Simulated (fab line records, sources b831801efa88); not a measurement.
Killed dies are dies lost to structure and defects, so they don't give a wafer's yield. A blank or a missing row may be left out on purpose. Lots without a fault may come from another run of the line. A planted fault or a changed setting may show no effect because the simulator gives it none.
Problem report in the 8D (eight disciplines) form, filled by code | flow sky130 | the parts of the form that need people (team, actions taken, sign-off) are left out

1. THE PROBLEM
overpolish_run_s at SKY_VIA1_CMP_24 reads a mean of 0.041 s on 3 wafers of 3 lots; wafers without a fault read 15.001 s with a standard deviation of 0.0094. That is -99 or more standard deviations from the usual mean.
The step: polishes, stops on SiO2, t overpolish 15 s, target thk 0 nm.
First seen on wafer L724.3, day 35 22:02, on cmp-01. The record holds 37 wafers of 13 lots with a number at this step. Rule for "out", or "out of limits": more than 4 standard deviations from the usual mean. The other wafers with a number count as sound.

2. WHAT IT IS AND WHAT IT IS NOT
question                    | is                                   | is not
which readings at this step | overpolish_run_s, time_to_endpoint_s | motor_current_A
which lots                  | L724, L725, L726                     | L721, L722, L733, L734, L735, L737, L738, L739, L740, L741
which wafers of those lots  | L724.3, L725.3, L726.3               | L724.4, L725.2, L725.4, L726.4
read on which tools         | cmp-01                               | cmp-02
when                        | from day 35 22:02                    | up to then (7 sound wafers); but 27 sound wafers of L725, L726, L733, L734, L735, L737, L738, L739, L740, L741 came after

3. SUSPECTS, AND WHAT RULES EACH OUT
Counting: a tool at a process step up to the reading stays a suspect if it ran every lot that is out. Sound lots after the first of them don't rule it out here, since some wafers of a struck lot are sound.
- cmp-01 at SKY_VIA1_CMP_24 (polishes, stops on SiO2, t overpolish 15 s, target thk 0 nm): kept. It ran every lot that is out, first L724 (day 35 22:02). Its own readings are out on those wafers: overpolish_run_s, time_to_endpoint_s.
Left after counting: cmp-01 at SKY_VIA1_CMP_24.

4. THE CAUSE (what the simulator had put in)
Process parameter drift: cmp-01, from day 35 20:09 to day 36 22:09, at SKY_VIA1_CMP_24. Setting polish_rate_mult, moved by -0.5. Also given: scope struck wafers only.
Counting left only this tool.

5. THE CHAIN OF EFFECTS, in route order
Each row: a reading whose mean over the struck wafers that have a number lies more than 3 standard deviations from the usual. Only readings for which the record gives a usual standard deviation are gone through. hours: the time from each lot's start at the first step in this table that gives one to its start at this step, as a median over the lots. sigmas: the change in usual standard deviations.
hours | step                  | reading              | usual    | on struck wafers | change  | sigmas
0     | SKY_VIA1_CMP_24       | overpolish_run_s     | 15.001 s | 0.041            | -14.960 | -99 or more
0     | SKY_VIA1_CMP_24       | time_to_endpoint_s   | 64 s     | 104              | +40     | +11
269   | SKY_PAD_OPEN_PROBE_99 | defect_limited_yield | 82.3 %   | 0.0              | -82.3   | -43
269   | SKY_PAD_OPEN_PROBE_99 | killed_at_M0_to_M3   | 44       | 455              | +411    | +60
269   | SKY_PAD_OPEN_PROBE_99 | killed_dies          | 87       | 492              | +405    | +43
269   | SKY_PAD_OPEN_PROBE_99 | killed_on_rim        | 17       | 96               | +79     | +20
269   | SKY_PAD_OPEN_PROBE_99 | sort_bin_3_pad_short | 0.9 %    | 83.9             | +83.0   | +99 or more
269   | SKY_PAD_OPEN_PROBE_99 | sort_n_pass          | 405      | 0                | -405    | -43
269   | SKY_PAD_OPEN_PROBE_99 | sort_yield_pct       | 82.3 %   | 0.0              | -82.3   | -43
The process steps in it:
- SKY_VIA1_CMP_24: polishes, stops on SiO2, t overpolish 15 s, target thk 0 nm.
- SKY_PAD_OPEN_PROBE_99

6. WHAT WOULD HAVE CAUGHT IT SOONER
In this record the first reading out of limits was taken at day 35 22:02, 2 hours after the fault began at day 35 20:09.
